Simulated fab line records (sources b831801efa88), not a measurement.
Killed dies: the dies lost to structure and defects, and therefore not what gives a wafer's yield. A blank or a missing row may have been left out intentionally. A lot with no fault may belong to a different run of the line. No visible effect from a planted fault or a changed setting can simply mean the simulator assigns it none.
One fault seen from 2 desks || flow gf180mcu || what lay behind the numbers comes last; until then each desk has only its own

THE TOOL OWNER'S DESK: krfScanner-02
The tool's own readings at GF_V5_EXPOSE_11 (exposes mask Via5, target cd 260 nm): means of the sampled wafers that have a number, for each lot that ran on this tool. Marked OUT: a lot whose mean sits more than 4 standard deviations from the usual mean, which makes it out of limits; the brackets give that distance.
Columns: A = exposureDoseMJCm2 at GF_V5_EXPOSE_11, usual 38.01
{"lot": "L468", "first seen here": "day 26 09:29", "A": 38.00}
{"lot": "L470", "first seen here": "day 26 22:35", "A": 38.00}
{"lot": "L472", "first seen here": "day 27 15:10", "A": 38.06}
{"lot": "L476", "first seen here": "day 29 07:50", "A": 38.06}
{"lot": "L481", "first seen here": "day 31 03:42", "A": "39.09 (+28) OUT"}
{"lot": "L485", "first seen here": "day 32 08:20", "A": "38.83 (+22) OUT"}
This desk finds L481, L485 out of limits, L481 being first, at day 31 03:42 (exposureDoseMJCm2 at GF_V5_EXPOSE_11). In limits: L468, L470, L472, L476.

FROM THE METROLOGY DESK
Lot by lot, what the gauges showed, no matter which tool ran the lot: averages of those sampled wafers that carry a number. Marked OUT: a lot whose mean sits more than 4 standard deviations from the usual mean, which makes it out of limits; the brackets give that distance.
Columns: A = cdNm at GF_V5_CD_MEAS_14, usual 260.3 nm; B = V5_W_RS at GF_V5_RS_MEAS_24, usual 0.3261 ohm/sq
{"lot": "L468", "first seen here": "day 26 19:43", "A": 262.3, "B": 0.3263}
{"lot": "L470", "first seen here": "day 27 08:19", "A": 260.6, "B": 0.3251}
{"lot": "L471", "first seen here": "day 27 23:50", "A": 261.4, "B": 0.3261}
{"lot": "L472", "first seen here": "day 28 01:21", "A": 259.3, "B": 0.3248}
{"lot": "L476", "first seen here": "day 29 17:25", "A": 259.9, "B": 0.3294}
{"lot": "L477", "first seen here": "day 30 04:20", "A": 260.3, "B": 0.3280}
{"lot": "L481", "first seen here": "day 31 12:26", "A": "264.9 (+4.6) OUT", "B": 0.3209}
{"lot": "L483", "first seen here": "day 32 05:44", "A": 259.8, "B": 0.3239}
{"lot": "L485", "first seen here": "day 32 16:32", "A": 263.6, "B": 0.3278}
{"lot": "L488", "first seen here": "day 33 02:29", "A": 262.0, "B": 0.3271}
{"lot": "L491", "first seen here": "day 33 19:58", "A": 260.6, "B": 0.3270}
This desk finds L481 out of limits, L481 being first, at day 31 12:26 (cdNm at GF_V5_CD_MEAS_14). In limits: L468, L470, L471, L472, L476, L477, L483, L485, L488, L491.

PUT TOGETHER
The tool owner's desk could have raised an alarm at day 31 03:42, on L481, L485.
An alarm was possible from the metrology desk at day 31 12:26, on L481.
The metrology desk holds a record of L485, inside its limits.
The lots listed all ran GF_V5_EXPOSE_11 on krfScanner-02.

WHAT THE SIMULATOR HAD PUT IN
Process parameter drift: krfScanner-02, from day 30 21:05 on, at GF_V5_EXPOSE_11. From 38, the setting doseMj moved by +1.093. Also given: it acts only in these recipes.
Shown lots that were struck: L481, L485.
Fault start to first reading out of limits, in hours, per desk: tool owner, 7; metrology, 15.
